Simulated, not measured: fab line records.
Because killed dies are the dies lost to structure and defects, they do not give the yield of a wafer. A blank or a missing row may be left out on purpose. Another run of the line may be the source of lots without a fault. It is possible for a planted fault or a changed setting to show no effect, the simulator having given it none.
One fault seen from 2 desks	flow gf180mcu	each desk has only its own numbers; what lay behind them comes last

== DESK OF THE TOOL OWNER: pecvd-04 ==
The tool's own readings at GF_V3_CVD_02 (deposits SiO2 from TEOS, target thk 850 nm, time 94.851 s): means of the sampled wafers that have a number, for each lot that ran on this tool. If a lot's mean is further than 4 standard deviations from the usual mean, the lot is out of limits and carries the mark OUT (the distance appears in the brackets).
Columns: A = heater-power-outer-w at GF_V3_CVD_02, usual 376 W; B = heater-power-w at GF_V3_CVD_02, usual 644 W
lot	first seen here	A	B
L404	day 23 12:17	377	718
L406	day 24 05:27	319	640
L408	day 24 20:32	419	769
L411	day 25 23:38	292	562
L421	day 28 18:05	369	666
L422	day 29 08:29	275	580
Result from this desk: across the 6 lots, nothing is out of limits.

== THE METROLOGY DESK ==
Means of the sampled wafers that have a number, per lot and without regard to the tool the lot ran on: this is what the gauges read. If a lot's mean is further than 4 standard deviations from the usual mean, the lot is out of limits and carries the mark OUT (the distance appears in the brackets).
Columns: A = cd-nm at GF_V4_CD_MEAS_14, usual 260.0 nm
lot	first seen here	A
L400	day 24 22:16	261.7
L401	day 25 04:44	259.2
L402	day 25 15:11	261.0
L404	day 26 09:32	259.9
L405	day 26 14:44	258.5
L406	day 27 00:41	260.7
L408	day 27 14:22	258.9
L411	day 28 15:28	257.1
L417	day 30 09:41	260.9
L418	day 30 11:19	260.1
L420	day 31 01:59	259.3
L421	day 31 04:32	259.9
L422	day 31 18:14	257.7
Result from this desk: across the 13 lots, nothing is out of limits.

== BROUGHT TOGETHER ==
The tool owner's desk saw nothing out of limits.
Metrology desk: nothing out of limits seen.

== WHAT WAS PUT IN BY THE SIMULATOR ==
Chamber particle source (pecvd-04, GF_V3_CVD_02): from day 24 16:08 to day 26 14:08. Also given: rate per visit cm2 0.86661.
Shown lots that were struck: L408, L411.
